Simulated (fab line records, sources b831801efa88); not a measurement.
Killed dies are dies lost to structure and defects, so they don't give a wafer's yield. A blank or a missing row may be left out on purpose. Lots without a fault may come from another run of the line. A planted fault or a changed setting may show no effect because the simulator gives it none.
Which tool did it? | flow sky130 | 13 lots, 38 wafers sampled, at 3 steps of a route of 708

WHAT THE GAUGES READ, wafer by wafer
SKY_CAP2M_OVL_MEAS_12.
lot  | measured     | on         | CAP2M_OVL (nm)
L247 | day 40 12:04 | overlay-02 | -0.9 -1.8 -0.2
L251 | day 41 19:43 | overlay-01 | -0.8 -1.4 -0.7
L253 | day 42 19:53 | overlay-01 | -0.2 -0.8 0.9
L255 | day 43 00:56 | overlay-01 | 1.1 0.5 -2.0
L256 | day 43 18:29 | overlay-01 | 0.1 -0.5 0.6
L257 | day 44 10:35 | overlay-02 | 1.4 0.7 0.9
L258 | day 44 12:50 | overlay-02 | -0.9 -2.6 -1.3
L259 | day 44 14:57 | overlay-01 | 0.1 -0.2
L261 | day 44 21:19 | overlay-02 | -1.9 -2.2 -1.8
L263 | day 45 01:39 | overlay-01 | -1.4 -1.9 -0.8
L264 | day 45 16:18 | overlay-02 | 0.8 -1.4 -0.1
L267 | day 46 01:38 | overlay-01 | -0.7 -1.1 -2.0
L268 | day 46 06:41 | overlay-02 | 1.4 0.6 1.8

SKY_VIA4_BOW_MEAS_03.
lot  | measured     | on            | VIA4_BOW (um)
L247 | day 41 14:01 | film_metro-01 | 78 75 81
L251 | day 42 21:13 | film_metro-01 | 77 79 87
L253 | day 43 21:32 | film_metro-03 | 78 85 81
L255 | day 44 02:01 | film_metro-01 | 84 74 83
L256 | day 44 19:27 | film_metro-02 | 82 68 58
L257 | day 45 10:53 | film_metro-03 | 106 87 92
L258 | day 45 12:59 | film_metro-02 | 89 75 78
L259 | day 45 14:56 | film_metro-02 | 76 85
L261 | day 45 20:38 | film_metro-03 | 64 76 72
L263 | day 46 00:53 | film_metro-01 | 67 72 84
L264 | day 46 15:30 | film_metro-01 | 66 87 79
L267 | day 46 22:56 | film_metro-02 | 90 88 80
L268 | day 47 05:11 | film_metro-03 | 72 70 71

WHICH TOOL RAN EACH LOT (tool, then ch and the chambers of the sampled wafers, then the start)
lot  | SKY_POLY_GATE_ETCH_17
L247 | rie_si-01 ch 1,3, day 16 06:26
L251 | rie_si-02 ch 2,3, day 17 18:32
L253 | rie_si-02 ch 0,1,2, day 18 14:14
L255 | rie_si-02 ch 1,2, day 19 09:41
L256 | rie_si-01 ch 0,1,3, day 20 08:26
L257 | rie_si-01 ch 1,2, day 21 06:35
L258 | rie_si-02 ch 0,2,3, day 21 07:31
L259 | rie_si-01 ch 2, day 21 11:31
L261 | rie_si-02 ch 1,2,3, day 21 21:05
L263 | rie_si-02 ch 0,1, day 22 05:38
L264 | rie_si-02 ch 1,2, day 23 00:53
L267 | rie_si-02 ch 0,2,3, day 23 14:41
L268 | rie_si-01 ch 0,1,2, day 23 19:28
- SKY_POLY_GATE_ETCH_17: etches poly-Si in HBr/Cl2, stops on SiO2, target depth 180 nm, time 70.5 s.

WHAT THE TOOLS THEMSELVES READ (means of the sampled wafers that have a number; where no wafer has one, the mark that the record gives instead)
SKY_POLY_GATE_ETCH_17.
lot  | tool      | drypump_motor_current_A (A) | he_backside_leak_sccm (sccm) | oes_product_au (a.u.) | rf_fwd_power_W (W) | throttle_valve_pct (%)
L247 | rie_si-01 | 5.4                         | 2.48                         | 0.975                 | 396.7              | 33.679
L251 | rie_si-02 | 5.5                         | 2.99                         | 0.977                 | 396.3              | 33.686
L253 | rie_si-02 | 5.8                         | 2.78                         | 0.980                 | 397.4              | 33.693
L255 | rie_si-02 | 5.7                         | 2.96                         | 0.976                 | 397.9              | 33.679
L256 | rie_si-01 | 5.7                         | 2.51                         | 0.973                 | 397.1              | 33.687
L257 | rie_si-01 | 5.4                         | 2.49                         | 0.972                 | 396.6              | 33.685
L258 | rie_si-02 | 5.7                         | 2.80                         | 0.985                 | 397.2              | 33.683
L259 | rie_si-01 | 5.1                         | 2.57                         | 0.986                 | 396.6              | 33.688
L261 | rie_si-02 | 5.8                         | 2.84                         | 0.968                 | 395.7              | 33.681
L263 | rie_si-02 | 5.9                         | 2.62                         | 0.976                 | 395.9              | 33.671
L264 | rie_si-02 | 5.7                         | 2.92                         | 0.982                 | 395.9              | 33.683
L267 | rie_si-02 | 5.7                         | 2.75                         | 0.974                 | 397.9              | 33.679
L268 | rie_si-01 | 5.7                         | 2.56                         | 0.981                 | 397.5              | 33.685

THE ANSWER, worked out from the rows above alone
Rule: what is usual is taken from the lots themselves. Put in order of their means at a reading, lots are off if they are a third of the lots or fewer, leave a main group of 4 or more, and stand apart from it by a gap of 3 or more times the standard deviation of the main group's means; of several such gaps the widest counts. A main group whose means are all the same, to the digits that the tables above print for the reading, isn't used. A lot without any number at a reading at which 4 lots or more have one is off too. The other lots that the step has rows for count as sound. The gauges are gone through in route order, then the tools' own readings, and for those a lot's mean is taken as printed above. The first step at which some lot is off is used, and at that step the reading that is off furthest; a lot without a number counts as furthest.
No lot is off at any reading shown: from this, nothing can be told.

WHAT THE SIMULATOR HAD PUT IN
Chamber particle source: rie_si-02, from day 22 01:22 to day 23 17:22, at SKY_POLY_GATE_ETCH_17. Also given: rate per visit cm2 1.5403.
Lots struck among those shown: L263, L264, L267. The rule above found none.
